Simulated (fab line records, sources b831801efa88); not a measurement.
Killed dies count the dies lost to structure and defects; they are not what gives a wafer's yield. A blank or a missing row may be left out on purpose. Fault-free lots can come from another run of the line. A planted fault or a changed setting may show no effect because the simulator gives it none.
Struck lot and sound lot, side by side    flow sky130    18 out of 708 route steps
Sound: these wafers, L634.2, L634.3, L634.6. Struck: wafer L643.4. (L643.2, L643.5 of the same lot were not struck and are left out.) The cause comes at the end.
Each step with rows lists, per side, the tool, then ch with its chambers, then its first start. Under that, the readings that differ: sound wafers    struck wafers    difference of the means    sigmas: that difference in standard deviations of wafers without a fault.
alike: a reading whose means differ by less than 2 such deviations, as well as words and numbers matching on both sides. not compared: withheld readings; readings where some wafer has no value; bounds like >300 that might hide an equal value; numbers whose values overlap and for which the record gives no deviation.
The two part at a step that has a row with sigmas, a row that says differs or no value, or rows on one side only. Non-overlapping numbers with no deviation appear without sigmas and do not part them. A reading that every wafer of one side lacks parts them only if that side has two wafers or more.

first, 3 steps without rows for these wafers: SKY_VIA3_EXPOSE_09 (exposes mask VIM3, target cd 200 nm); SKY_VIA3_PEB_10; SKY_VIA3_DEVELOP_11 (develop time 60 s).
SKY_VIA3_CD_MEAS_12 targets a cd of 200 nm.
  sound: cd sem-01 at day 42 18:44; struck: cd sem-01 at day 45 08:05
  alike: cd nm
SKY_VIA3_OVL_MEAS_13:
  sound: overlay-02 at day 42 18:51; struck: overlay-02 at day 45 08:11
  alike: VIA3_OVL
SKY_VIA3_ETCH_14: etches BARC in N2/H2, stops on SiO2, time 45.9 s, target depth 60 nm.
  sound on rie diel-04 ch 1,2,3, day 42 18:53; struck on rie diel-03 ch 0, day 45 08:13
  alike: drypump motor current A, oes product au, throttle valve pct
  not compared: rf hours counter h
SKY_VIA3_ETCH_15: etches SiO2 in C4F8/O2/Ar, stops on TiN, target depth 507 nm, time 78 s.
  sound on rie diel-04 ch 1,2,3, day 42 18:55; struck on rie diel-03 ch 0, day 45 08:15
  alike: oes product au
SKY_VIA3_STRIP_16: strips in O2/N2.
  sound on plasma asher-02 ch 0,1, day 42 18:59; struck on plasma asher-02 ch 1, day 45 08:19
reading                       sound           struck  difference  sigmas
strip time to endpoint s (s)  4.10 4.10 4.05  4.16    +0.08       +2
  alike: drypump motor current A, o2 flow sccm, oes product au
  not compared: rf hours counter h
then, 3 steps without rows for these wafers: SKY_VIA3_STRIP_17 (strips in post etch residue remover, time 1200 s); SKY_VIA3_CLEAN_18 (cleans in IPA, time 180 s); SKY_VIA3_CLEAN_19 (cleans in O3/DIW).
SKY_VIA3_SPUTTER_20: material TiN, target thk 20 nm, time 80 s.
  sound: pvd sputter-03 at day 42 19:37; struck: pvd sputter-03 at day 45 08:55
  alike: throttle valve pct
SKY_VIA3_CVD_21: deposits W, target thk 390 nm, time 117.31 s.
  sound on cvd w-01 ch 0,1, day 42 19:41; struck on cvd w-01 ch 0, day 45 08:59
reading                             sound            struck  difference  sigmas
model.W_of_VIA3_CVD_21.thk nm (nm)  397 398.2 399.3  604.9   +206.7      
  alike: heater power w
  not compared: since wet clean h
SKY_VIA3_RS_MEAS_22: measurement is done with a four-point probe.
  sound: film metro-02 at day 42 19:49; struck: film metro-02 at day 45 09:08
reading             sound              struck  difference  sigmas
VIA3_W_RS (ohm/sq)  0.289 0.288 0.287  0.189   -0.099      -32
SKY_VIA3_THK_MEAS_23: measures by xrf.
  sound: film metro-02 at day 42 19:56; struck: film metro-02 at day 45 09:14
  not compared: VIA3_W_THK
SKY_VIA3_CMP_24: polishes, stops on SiO2, t overpolish 20 s, target thk 0 nm.
  sound on cmp-02 ch 0,2,3, day 42 20:05; struck on cmp-02 ch 0, day 45 09:20
reading                 sound       struck  difference  sigmas
time to endpoint s (s)  100 104 93  154     +55         +15
  alike: head pressure psi, motor current A, slurry flow ml min
SKY_METAL4_SPUTTER_00: material Ti, target thk 15 nm, time 10 s.
  sound: pvd sputter-03 at day 42 20:17; struck: pvd sputter-01 at day 45 09:35
  alike: throttle valve pct
-- the record jumps here: 5 days lie between the struck wafers' starts before and after (it left off in module METAL4 and takes up again in module PAD_OPEN, whose first step shown is number 708 of the route) --
SKY_PAD_OPEN_PROBE_99:
  record: rows for the struck wafers here (prober-01, day 50 12:23), none for the sound ones

WHERE THEY PART
Last at SKY_PAD_OPEN_PROBE_99 as far as this record goes, first at SKY_VIA3_STRIP_16.

WHY: the cause the simulator had injected
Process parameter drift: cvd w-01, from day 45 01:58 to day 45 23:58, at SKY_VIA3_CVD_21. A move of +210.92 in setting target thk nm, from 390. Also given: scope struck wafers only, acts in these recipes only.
